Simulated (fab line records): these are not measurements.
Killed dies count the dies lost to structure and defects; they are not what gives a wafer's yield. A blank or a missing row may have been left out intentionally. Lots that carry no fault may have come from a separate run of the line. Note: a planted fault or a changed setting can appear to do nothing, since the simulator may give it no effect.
A lot that was struck, set against a sound lot -- flow sky130 -- 36 steps out of a route of 708
Sound: the wafers L148.3, L148.4, L148.5. Struck: wafers L145.2, L145.5 (left out: L145.3, a lot-mate that was not struck); the cause follows at the end.
At each step with rows: each side's tool, then ch and its chambers, then its first start. Under that, the readings that differ: sound wafers -- struck wafers -- difference of the means -- sigmas: that difference in standard deviations of wafers without a fault.
alike: readings whose means differ by less than 2 such deviations, and words and numbers that are the same on both sides. not compared: withheld readings, readings that some wafer has no value for, bounds like >300 that may hide the same value, and numbers for which the record gives no deviation and whose values overlap.
A row with sigmas, a row that says differs or no value, or rows on one side alone: a step with any of these is where the two part. Non-overlapping numbers with no deviation appear without sigmas and do not part them. A reading that every wafer of one side lacks parts them only if that side has two wafers or more.

first, 10 steps without rows for these wafers: SKY_LI_CONTACT_EXPOSE_09 (exposes mask LICM1, target cd 170 nm); SKY_LI_CONTACT_PEB_10; SKY_LI_CONTACT_DEVELOP_11 (develop time 60 s); SKY_LI_CONTACT_ETCH_14 (etches BARC in N2/H2, stops on SiO2, time 45.9 s, target depth 60 nm); SKY_LI_CONTACT_ETCH_15 (etches PSG in C4F8/O2/Ar, stops on Si, target depth 600 nm); SKY_LI_CONTACT_STRIP_16 (strips in O2/N2); SKY_LI_CONTACT_CLEAN_17 (cleans in NMP, time 600 s); SKY_LI_CONTACT_PRE_CLEAN_18 (time 5.6 s); SKY_LI_CONTACT_SPUTTER_19 (material Ti, target thk 20 nm, time 106.37 s); SKY_LI_CONTACT_SPUTTER_20 (material TiN, target thk 20 nm, time 80 s).
SKY_LI_CONTACT_CVD_21: deposits W, target thk 400 nm, time 120.56 s.
  sound on cvd_w-01 ch 0,1, day 35 03:59; struck on cvd_w-02 ch 0, day 34 00:37
reading,sound,struck,difference,sigmas
model.W_of_LI_CONTACT_CVD_21.thk_nm (nm),403.9 401.4 405.2,566.5 564.5,+162.0,
  alike: heater_power_w
SKY_LI_CONTACT_RS_MEAS_22: the measuring method here is four-point-probe.
  sound: film_metro-02 at day 35 04:07; struck: film_metro-03 at day 34 01:03
reading,sound,struck,difference,sigmas
LI_CONTACT_W_RS (ohm/sq),0.282 0.284 0.282,0.201 0.201,-0.082,-20
  not compared: hold
SKY_LI_CONTACT_THK_MEAS_23: measures by xrf.
  sound: film_metro-02 at day 35 04:13; struck: film_metro-03 at day 34 05:16
  not compared: hold, LI_CONTACT_W_THK
SKY_LI_CONTACT_CMP_24: polishes, stops on PSG, t overpolish 20 s, target thk 0 nm.
  sound on cmp-01 ch 0,1,2, day 35 04:19; struck on cmp-01 ch 3, day 34 06:36
reading,sound,struck,difference,sigmas
hold,- - -,await_dispo/1.3h/release await_dispo/1.3h/release,no value on the sound wafers,
time_to_endpoint_s (s),99 96 102,130 131,+32,+6
  alike: motor_current_A, slurry_filter_dp_kPa
then, 19 steps without rows for these wafers: SKY_LOCAL_INTERCONNECT_SPUTTER_00 (material TiN, target thk 100 nm, time 83.3 s); SKY_LOCAL_INTERCONNECT_DEHYDRATE_03 (time 60 s); SKY_LOCAL_INTERCONNECT_HMDS_04 (prime time 60 s); SKY_LOCAL_INTERCONNECT_COAT_05 (resist thk 60 nm); SKY_LOCAL_INTERCONNECT_COAT_06 (resist thk 450 nm); SKY_LOCAL_INTERCONNECT_SOFTBAKE_07 (time 90 s); SKY_LOCAL_INTERCONNECT_EXPOSE_08 (exposes mask LI1M, target cd 170 nm); SKY_LOCAL_INTERCONNECT_PEB_09; SKY_LOCAL_INTERCONNECT_DEVELOP_10 (develop time 60 s); SKY_LOCAL_INTERCONNECT_ETCH_13 (etches BARC in N2/H2, stops on SiO2, time 45.9 s, target depth 60 nm); SKY_LOCAL_INTERCONNECT_METAL_ETCH_14 (etches TiN in Cl2/BCl3, stops on PSG, target depth 110 nm, time 31.4 s); SKY_LOCAL_INTERCONNECT_STRIP_15 (strips in O2/N2); SKY_LOCAL_INTERCONNECT_STRIP_16 (strips in post etch residue remover, time 1200 s); SKY_LOCAL_INTERCONNECT_CLEAN_17 (cleans in IPA, time 180 s); SKY_LOCAL_INTERCONNECT_CLEAN_18 (cleans in O3/DIW); SKY_CONTACT_CVD_00 (deposits Si3N4, target thk 75 nm); SKY_CONTACT_HDPCVD_02 (deposits SiO2, target thk 565 nm, time 94.2 s); SKY_CONTACT_CMP_04 (polishes SiO2); SKY_CONTACT_DEHYDRATE_06 (time 60 s).
-- the record jumps here: 12 days lie between the struck wafers' starts before and after (it left off in module CONTACT and takes up again in module METAL4, whose first step shown is number 631 of the route) --
SKY_METAL4_DESCUM_15: chemistry O2, time 8 s.
  sound on rie_metal-02 ch 0,1, day 46 19:39; struck on rie_metal-04 ch 1, day 45 20:52
reading,sound,struck,difference,sigmas
oes_product_au (a.u.),0.987 0.986 0.984,1.010 1.006,+0.022,+2
  alike: drypump_motor_current_A, rf_fwd_power_W
  not compared: rf_hours_counter_h, model.METAL4.cd_nm
SKY_METAL4_METAL_ETCH_18: etches the open film in Cl2/BCl3, stops on SiO2, target depth 845 nm, time 183.1 s.
  sound on rie_metal-04 ch 0,1, day 46 19:50; struck on rie_metal-03 ch 0, day 45 21:01
reading,sound,struck,difference,sigmas
model.METAL4.cd_nm (nm),298.2 301.5 299,296.2 294,-4.5,
  alike: drypump_motor_current_A, oes_product_au, rf_fwd_power_W, throttle_valve_pct
  not compared: rf_hours_counter_h
-- the record jumps here: 4 days lie between the struck wafers' starts before and after (it left off in module METAL4 and takes up again in module PAD_OPEN, whose first step shown is number 708 of the route) --
SKY_PAD_OPEN_PROBE_99:
  sound: prober-02 at day 50 05:20; struck: prober-02 at day 49 10:29
reading,sound,struck,difference,sigmas
model.etest.met4.line_ohm_um,0.139 0.144 0.1419,0.1452 0.146,+0.0040,
  alike: killed_at_M0_to_M3, killed_at_M4_up, killed_at_contacts, killed_at_front_end, killed_at_other, killed_dies, killed_open, killed_short
  not compared: model.etest.met4.width_nm

## WHERE THEY PART
Last at SKY_METAL4_DESCUM_15 as far as this record goes, first at SKY_LI_CONTACT_RS_MEAS_22. Later steps at which nothing parts them and some readings are alike: SKY_METAL4_METAL_ETCH_18, SKY_PAD_OPEN_PROBE_99.

WHY: whatever the simulator had introduced
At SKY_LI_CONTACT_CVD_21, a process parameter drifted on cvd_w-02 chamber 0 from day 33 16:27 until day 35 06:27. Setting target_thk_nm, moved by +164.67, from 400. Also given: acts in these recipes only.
